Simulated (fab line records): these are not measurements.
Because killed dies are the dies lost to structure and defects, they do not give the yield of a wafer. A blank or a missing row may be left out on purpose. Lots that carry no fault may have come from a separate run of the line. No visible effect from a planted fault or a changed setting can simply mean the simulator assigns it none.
Which of the tools did it? :: flow gf180mcu :: Sampling: 14 lots, 42 wafers, 5 of 602 route steps

== WHAT EACH GAUGE READ, for each wafer ==
GF_STI_THK_MEAS_24. Usual: STI_CVD_23_THK 651 nm, standard deviation 6.1.
lot: L395
measured: day 2 04:27
on: filmMetro-03
STI_CVD_23_THK (nm): 656 655 660
flag: 

lot: L399
measured: day 3 01:19
on: filmMetro-03
STI_CVD_23_THK (nm): 647 653 648
flag: 

lot: L401
measured: day 3 09:55
on: filmMetro-02
STI_CVD_23_THK (nm): 643 649 656
flag: 

lot: L402
measured: day 3 16:37
on: filmMetro-02
STI_CVD_23_THK (nm): 643 645 645
flag: 

lot: L404
measured: day 4 01:44
on: filmMetro-01
STI_CVD_23_THK (nm): 651 656 658
flag: 

lot: L406
measured: day 4 12:11
on: filmMetro-01
STI_CVD_23_THK (nm): 653 653 655
flag: 

lot: L407
measured: day 4 17:35
on: filmMetro-02
STI_CVD_23_THK (nm): 654 652 651
flag: 

lot: L408
measured: day 5 00:49
on: filmMetro-01
STI_CVD_23_THK (nm): 657 657 662
flag: 

lot: L411
measured: day 5 13:57
on: filmMetro-01
STI_CVD_23_THK (nm): 633 648 644
flag: 

lot: L412
measured: day 5 18:38
on: filmMetro-02
STI_CVD_23_THK (nm): 650 643 645
flag: 

lot: L413
measured: day 6 01:27
on: filmMetro-03
STI_CVD_23_THK (nm): 644 653 653
flag: 

lot: L414
measured: day 6 06:16
on: filmMetro-01
STI_CVD_23_THK (nm): 641 646 638
flag: 

lot: L417
measured: day 6 21:31
on: filmMetro-03
STI_CVD_23_THK (nm): 638 651 641
flag: 

lot: L418
measured: day 7 03:58
on: filmMetro-01
STI_CVD_23_THK (nm): 648 647 653
flag: 

GF_STI_THK_MEAS_30. Usual: STI_OXIDATION_02_THK 9.97 nm, standard deviation 0.21.
lot: L395
measured: day 2 06:51
on: filmMetro-01
STI_OXIDATION_02_THK (nm): 9.94 9.93 9.92
flag: 

lot: L399
measured: day 3 03:40
on: filmMetro-02
STI_OXIDATION_02_THK (nm): 9.82 9.95 9.64
flag: 

lot: L401
measured: day 3 13:31
on: filmMetro-03
STI_OXIDATION_02_THK (nm): 9.78 10.08 9.97
flag: 

lot: L402
measured: day 3 19:30
on: filmMetro-01
STI_OXIDATION_02_THK (nm): 9.69 9.80 9.74
flag: 

lot: L404
measured: day 4 05:47
on: filmMetro-02
STI_OXIDATION_02_THK (nm): 9.61 10.06 9.98
flag: 

lot: L406
measured: day 4 15:47
on: filmMetro-03
STI_OXIDATION_02_THK (nm): 9.78 10.09 9.88
flag: 

lot: L407
measured: day 4 20:39
on: filmMetro-01
STI_OXIDATION_02_THK (nm): 10.10 9.84 10.08
flag: 

lot: L408
measured: day 5 03:13
on: filmMetro-03
STI_OXIDATION_02_THK (nm): 9.83 10.00 9.60
flag: 

lot: L411
measured: day 5 16:23
on: filmMetro-01
STI_OXIDATION_02_THK (nm): 10.18 10.00 10.23
flag: 

lot: L412
measured: day 5 21:55
on: filmMetro-01
STI_OXIDATION_02_THK (nm): 10.33 10.20 10.27
flag: 

lot: L413
measured: day 6 03:57
on: filmMetro-03
STI_OXIDATION_02_THK (nm): 10.13 10.16 10.10
flag: 

lot: L414
measured: day 6 08:46
on: filmMetro-01
STI_OXIDATION_02_THK (nm): 9.81 9.80 9.69
flag: 

lot: L417
measured: day 6 23:52
on: filmMetro-02
STI_OXIDATION_02_THK (nm): 10.11 9.94 10.23
flag: 

lot: L418
measured: day 7 06:50
on: filmMetro-02
STI_OXIDATION_02_THK (nm): 10.21 10.20 10.41
flag: 

GF_DNWELL_TW_MEAS_09. Usual: DNWELL_TW 1353, standard deviation 14.
lot: L395
measured: day 2 19:19
on: filmMetro-02
DNWELL_TW: 1346 1354 1345
flag: 

lot: L399
measured: day 3 16:43
on: filmMetro-01
DNWELL_TW: 1341 1344 1342
flag: 

lot: L401
measured: day 4 02:56
on: filmMetro-02
DNWELL_TW: 1343 1326 1343
flag: 

lot: L402
measured: day 4 08:41
on: filmMetro-01
DNWELL_TW: 1343 1350 1354
flag: 

lot: L404
measured: day 4 19:25
on: filmMetro-02
DNWELL_TW: 1334 1335 1335
flag: 

lot: L406
measured: day 5 06:23
on: filmMetro-04
DNWELL_TW: 31 31 31
flag: OFF

lot: L407
measured: day 5 11:06
on: filmMetro-01
DNWELL_TW: 31 31 31
flag: OFF

lot: L408
measured: day 5 17:33
on: filmMetro-04
DNWELL_TW: 1367 1359 1363
flag: 

lot: L411
measured: day 6 07:16
on: filmMetro-01
DNWELL_TW: 1347 1350 1348
flag: 

lot: L412
measured: day 6 13:01
on: filmMetro-02
DNWELL_TW: 1341 1336 1340
flag: 

lot: L413
measured: day 6 18:52
on: filmMetro-04
DNWELL_TW: 1360 1371 1362
flag: 

lot: L414
measured: day 7 00:04
on: filmMetro-04
DNWELL_TW: 1370 1377 1373
flag: 

lot: L417
measured: day 7 15:43
on: filmMetro-02
DNWELL_TW: 1346 1350 1347
flag: 

lot: L418
measured: day 7 22:50
on: filmMetro-01
DNWELL_TW: 1329 1338 1335
flag: 

GF_MVPSD_OVL_MEAS_07. Usual: MVPSD_OVL 0.5 nm, standard deviation 1.2.
lot: L395
measured: day 5 00:58
on: overlay-02
MVPSD_OVL (nm): 1.1 2.8 0.2
flag: 

lot: L399
measured: day 6 01:44
on: overlay-02
MVPSD_OVL (nm): 0.2 0.6 0.1
flag: 

lot: L401
measured: day 6 12:22
on: overlay-01
MVPSD_OVL (nm): 0.5 0.8 -0.7
flag: 

lot: L402
measured: day 6 18:36
on: overlay-02
MVPSD_OVL (nm): 0.1 1.0 0.6
flag: 

lot: L404
measured: day 7 07:52
on: overlay-02
MVPSD_OVL (nm): 0.7 3.0 1.9
flag: 

lot: L406
measured: day 7 19:11
on: overlay-01
MVPSD_OVL (nm): 1.4 2.7 2.3
flag: 

lot: L407
measured: day 8 01:06
on: overlay-02
MVPSD_OVL (nm): -1.0 -1.0 0.6
flag: 

lot: L408
measured: day 8 08:55
on: overlay-01
MVPSD_OVL (nm): 0.9 0.5 1.5
flag: 

lot: L411
measured: day 9 00:28
on: overlay-02
MVPSD_OVL (nm): 0.6 0.9 -0.1
flag: 

lot: L412
measured: day 9 05:31
on: overlay-02
MVPSD_OVL (nm): 0.8 0.0 1.5
flag: 

lot: L413
measured: day 9 12:58
on: overlay-02
MVPSD_OVL (nm): -0.9 -2.7 -0.7
flag: 

lot: L414
measured: day 9 18:59
on: overlay-02
MVPSD_OVL (nm): 1.7 1.4 0.3
flag: 

lot: L417
measured: day 10 12:13
on: overlay-01
MVPSD_OVL (nm): -1.5 -1.3 0.7
flag: 

lot: L418
measured: day 10 19:42
on: overlay-01
MVPSD_OVL (nm): -2.5 0.5 -0.9
flag: 

== EACH LOT AND THE TOOL THAT RAN IT (in order: tool; ch and the chambers of the sampled wafers; start) ==
lot: L395
GF_DNWELL_EXPOSE_04: ilineStepper-02 ch 0, day 2 12:52

lot: L399
GF_DNWELL_EXPOSE_04: ilineStepper-01 ch 0, day 3 10:25

lot: L401
GF_DNWELL_EXPOSE_04: ilineStepper-02 ch 0, day 3 20:31

lot: L402
GF_DNWELL_EXPOSE_04: ilineStepper-01 ch 0, day 4 02:09

lot: L404
GF_DNWELL_EXPOSE_04: ilineStepper-02 ch 0, day 4 12:36

lot: L406
GF_DNWELL_EXPOSE_04: ilineStepper-01, day 4 22:29

lot: L407
GF_DNWELL_EXPOSE_04: ilineStepper-01, day 5 04:04

lot: L408
GF_DNWELL_EXPOSE_04: ilineStepper-01 ch 0, day 5 10:11

lot: L411
GF_DNWELL_EXPOSE_04: ilineStepper-02 ch 0, day 5 23:43

lot: L412
GF_DNWELL_EXPOSE_04: ilineStepper-01 ch 0, day 6 05:28

lot: L413
GF_DNWELL_EXPOSE_04: ilineStepper-01 ch 0, day 6 11:25

lot: L414
GF_DNWELL_EXPOSE_04: ilineStepper-02 ch 0, day 6 16:34

lot: L417
GF_DNWELL_EXPOSE_04: ilineStepper-01 ch 0, day 7 08:07

lot: L418
GF_DNWELL_EXPOSE_04: ilineStepper-01 ch 0, day 7 14:50
- GF_DNWELL_EXPOSE_04: exposes mask DNWELL, target cd 1700 nm.

== AS READ BY THE TOOLS THEMSELVES (means over the sampled wafers that have a number; for cases with no such wafer, the mark the record gives instead) ==
GF_DNWELL_EXPOSE_04. Usual: exposureDoseMJCm2 259.98, standard deviation 0.25; focusOffsetNm 0.0 nm, standard deviation 0.46; reticleTempC 23.02 C, standard deviation 0.091.
lot: L395
tool: ilineStepper-02
exposureDoseMJCm2: 260.19
focusOffsetNm (nm): -0.1
reticleTempC (C): 23.07
flag: 

lot: L399
tool: ilineStepper-01
exposureDoseMJCm2: 259.82
focusOffsetNm (nm): -0.7
reticleTempC (C): 22.98
flag: 

lot: L401
tool: ilineStepper-02
exposureDoseMJCm2: 260.09
focusOffsetNm (nm): -0.0
reticleTempC (C): 22.98
flag: 

lot: L402
tool: ilineStepper-01
exposureDoseMJCm2: 260.04
focusOffsetNm (nm): -0.1
reticleTempC (C): 23.02
flag: 

lot: L404
tool: ilineStepper-02
exposureDoseMJCm2: 260.22
focusOffsetNm (nm): 0.1
reticleTempC (C): 22.97
flag: 

lot: L406
tool: ilineStepper-01
exposureDoseMJCm2: -
focusOffsetNm (nm): -
reticleTempC (C): -
flag: OFF

lot: L407
tool: ilineStepper-01
exposureDoseMJCm2: -
focusOffsetNm (nm): -
reticleTempC (C): -
flag: OFF

lot: L408
tool: ilineStepper-01
exposureDoseMJCm2: 259.94
focusOffsetNm (nm): -0.0
reticleTempC (C): 23.02
flag: 

lot: L411
tool: ilineStepper-02
exposureDoseMJCm2: 260.26
focusOffsetNm (nm): -0.4
reticleTempC (C): 22.97
flag: 

lot: L412
tool: ilineStepper-01
exposureDoseMJCm2: 260.12
focusOffsetNm (nm): 0.3
reticleTempC (C): 22.89
flag: 

lot: L413
tool: ilineStepper-01
exposureDoseMJCm2: 260.29
focusOffsetNm (nm): 0.2
reticleTempC (C): 23.05
flag: 

lot: L414
tool: ilineStepper-02
exposureDoseMJCm2: 259.68
focusOffsetNm (nm): 0.1
reticleTempC (C): 23.05
flag: 

lot: L417
tool: ilineStepper-01
exposureDoseMJCm2: 259.89
focusOffsetNm (nm): -0.1
reticleTempC (C): 22.90
flag: 

lot: L418
tool: ilineStepper-01
exposureDoseMJCm2: 259.84
focusOffsetNm (nm): -0.5
reticleTempC (C): 23.04
flag: 

== THE ANSWER, worked out from the rows above alone ==
Rule: take the mean of a lot's wafers that have a number; if it is more than 3 standard deviations from the usual mean, the lot is off. Also off: a lot with no number at a reading for which 4 or more lots have one. Any other lot the step has rows for is counted as sound. The gauges are gone through in route order, then the tools' own readings, and for those a lot's mean is taken as printed above. The first step at which some lot is off is used, and at that step the reading that is off furthest; a lot without a number counts as furthest.
Off: at GF_DNWELL_TW_MEAS_09 (DNWELL_TW), L406, L407.
If a tool, at a process step before that reading, ran all the lots that are off and no sound lot after the first of them, it fits. The gauges at GF_DNWELL_TW_MEAS_09 aren't tried: what is off there is off at GF_DNWELL_EXPOSE_04 too, on other tools, and a gauge's error can't cause that. No candidate that was tried fits.

== WHAT THE SIMULATOR PUT IN ==
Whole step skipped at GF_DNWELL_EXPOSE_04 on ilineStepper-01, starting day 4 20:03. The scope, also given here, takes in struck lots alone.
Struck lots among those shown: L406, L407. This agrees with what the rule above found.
